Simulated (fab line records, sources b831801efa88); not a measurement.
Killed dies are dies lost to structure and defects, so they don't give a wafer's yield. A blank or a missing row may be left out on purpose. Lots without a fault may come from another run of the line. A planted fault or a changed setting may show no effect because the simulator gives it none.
A struck lot beside a sound one | flow sky130 | 31 steps out of a route of 708
Sound: wafers L569.1, L569.5, L569.6. Struck: wafers L573.1, L573.2, L573.4. The cause comes at the end.
At each step with rows: each side's tool, then ch and its chambers, then its first start. Under that, the readings that differ: sound wafers | struck wafers | difference of the means | sigmas: that difference in standard deviations of wafers without a fault.
alike: readings whose means differ by less than 2 such deviations, and words and numbers that are the same on both sides. not compared: withheld readings, readings that some wafer has no value for, bounds like >300 that may hide the same value, and numbers for which the record gives no deviation and whose values overlap.
The two part at a step that has a row with sigmas, a row that says differs or no value, or rows on one side only. Numbers that don't overlap but have no deviation are shown without sigmas and don't part them. A reading that every wafer of one side lacks parts them only if that side has two wafers or more.

first, 1 step without rows for these wafers: SKY_PWDE_IMPLANT_08.
SKY_PWDE_STRIP_09: strips in O2/N2.
  sound on plasma_asher-02 ch 0,1, day 5 15:54; struck on plasma_asher-01 ch 0,1, day 6 18:54
  alike: drypump_motor_current_A, n2_flow_sccm, oes_product_au, strip_time_to_endpoint_s
  not compared: rf_hours_counter_h
SKY_PWDE_TW_MEAS_10:
  sound on film_metro-04, day 5 16:00; struck on film_metro-04, day 6 19:00
  alike: PWDE_TW
then, 7 steps without rows for these wafers: SKY_NWELL_DEHYDRATE_03 (time 60 s); SKY_NWELL_HMDS_04 (prime time 60 s); SKY_NWELL_COAT_05 (resist thk 3000 nm); SKY_NWELL_SOFTBAKE_06; SKY_NWELL_EXPOSE_07 (exposes mask NWM, target cd 840 nm); SKY_NWELL_PEB_08; SKY_NWELL_DEVELOP_09 (develop time 60 s).
SKY_NWELL_OVL_MEAS_10:
  sound on overlay-02, day 6 09:15; struck on overlay-01, day 7 13:03
  alike: NWELL_00_OVL
then, 1 step without rows for these wafers: SKY_NWELL_IMPLANT_11.
SKY_NWELL_IMPLANT_12:
  sound on implanter-03 ch 0, day 6 09:26; struck on implanter-04 ch 0, day 7 13:14
  reading            | sound                            | struck                           | difference  | sigmas
  dose_ions_cm2      | 1.3017e+12 1.3026e+12 1.2995e+12 | 1.4634e+12 1.4611e+12 1.4624e+12 | +1.6103e+11 | +99 or more
  faraday_current_uA | 7.13 7.10 7.38                   | 8.36 8.04 8.33                   | +1.04       | +7
then, 1 step without rows for these wafers: SKY_NWELL_IMPLANT_13.
SKY_NWELL_STRIP_14: strips in O2/N2.
  sound on plasma_asher-01 ch 0,1, day 6 09:44; struck on plasma_asher-01 ch 0,1, day 7 13:32
  alike: drypump_motor_current_A, n2_flow_sccm, oes_product_au, strip_time_to_endpoint_s
  not compared: rf_hours_counter_h
SKY_NWELL_TW_MEAS_15:
  sound on film_metro-04, day 6 09:50; struck on film_metro-02, day 7 13:38
  reading  | sound          | struck         | difference | sigmas
  NWELL_TW | 1775 1773 1779 | 1861 1874 1873 | +94        | +3
then, 7 steps without rows for these wafers: SKY_NWELL_DEHYDRATE_16 (time 60 s); SKY_NWELL_HMDS_17 (prime time 60 s); SKY_NWELL_COAT_18 (resist thk 3000 nm); SKY_NWELL_SOFTBAKE_19; SKY_NWELL_EXPOSE_20 (exposes mask NWM COMPLEMENT, target cd 840 nm); SKY_NWELL_PEB_21; SKY_NWELL_DEVELOP_22 (develop time 60 s).
SKY_NWELL_OVL_MEAS_23:
  sound on overlay-01, day 7 03:55; struck on overlay-01, day 8 10:04
  alike: NWELL_01_OVL
then, 1 step without rows for these wafers: SKY_NWELL_IMPLANT_24.
SKY_NWELL_STRIP_25: strips in O2/N2.
  sound on plasma_asher-02 ch 0,1, day 7 04:06; struck on plasma_asher-04 ch 0,1, day 8 10:15
  alike: drypump_motor_current_A, n2_flow_sccm, oes_product_au, strip_time_to_endpoint_s
  not compared: rf_hours_counter_h
SKY_NWELL_TW_MEAS_26:
  sound on film_metro-04, day 7 04:12; struck on film_metro-02, day 8 10:21
  reading    | sound       | struck      | difference | sigmas
  NWELL_2_TW | 487 485 488 | 509 509 510 | +23        | +2
then, 1 step without rows for these wafers: SKY_NWELL_CLEAN_27 (cleans in SC1/SC2, time 150 s).
SKY_NWELL_RTA_28: time 30 s.
  sound on rtp_anneal-02 ch 0, day 7 04:19; struck on rtp_anneal-02 ch 0, day 8 10:31
  alike: anneal_temp_c_max, lamp_power_pct, wafer_temp_C_max
SKY_NWELL_RS_MEAS_29: measures by four-point-probe.
  sound on film_metro-04, day 7 04:25; struck on film_metro-02, day 8 10:37
  reading           | sound             | struck            | difference | sigmas
  NWELL_RS (ohm/sq) | 627.0 626.1 627.7 | 621.7 622.2 620.8 | -5.4       | -4
-- the record jumps here: 40 days lie between the struck wafers' starts before and after (it left off in module NWELL and takes up again in module PAD_OPEN, whose first step shown is number 708 of the route) --
SKY_PAD_OPEN_PROBE_99:
  sound on prober-02, day 47 11:46; struck on prober-01, day 48 18:41
  reading                                   | sound                   | struck                  | difference | sigmas
  model.etest.pfet_g5v0d10v5.off_log10_a_um | -12.53 -12.56 -12.48    | -13.29 -13.15 -13.26    | -0.71      |
  model.etest.pfet_01v8_lvt.off_log10_a_um  | -8.838 -8.963 -8.846    | -9.325 -9.56 -9.583     | -0.607     |
  model.etest.pfet_g5v0d10v5.vt_sat_v (V)   | -0.6309 -0.6327 -0.6217 | -0.7221 -0.6952 -0.7074 | -0.0798    |
  model.etest.pfet_16v.vt_v (V)             | -1.107 -1.11 -1.094     | -1.154 -1.145 -1.154    | -0.047     |
  model.etest.pfet_g5v0d10v5.vt_v (V)       | -0.8228 -0.8231 -0.8176 | -0.908 -0.8734 -0.8849  | -0.068     |
  model.etest.pfet_g5v0d10v5.vt_long_v (V)  | -0.9357 -0.937 -0.9199  | -0.9816 -0.9679 -0.9781 | -0.0450    |
  model.etest.pfet_01v8_lvt.vt_sat_v (V)    | -0.4445 -0.4399 -0.4365 | -0.4828 -0.4916 -0.4877 | -0.0471    |
  model.etest.pfet_01v8_lvt.vt_v (V)        | -0.5321 -0.5313 -0.5264 | -0.5685 -0.5722 -0.5715 | -0.0408    |
  alike: killed_at_M0_to_M3, killed_at_M4_up, killed_at_contacts, killed_at_front_end, killed_at_other, killed_dies, killed_open, killed_short

WHERE THEY PART
First at SKY_NWELL_IMPLANT_12; last, within this record, at SKY_NWELL_RS_MEAS_29. Later steps at which nothing parts them and some readings are alike: SKY_PAD_OPEN_PROBE_99.

WHY: what the simulator had put in
Process parameter drift: implanter-04, from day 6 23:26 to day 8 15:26, at SKY_NWELL_IMPLANT_12. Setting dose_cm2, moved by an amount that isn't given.
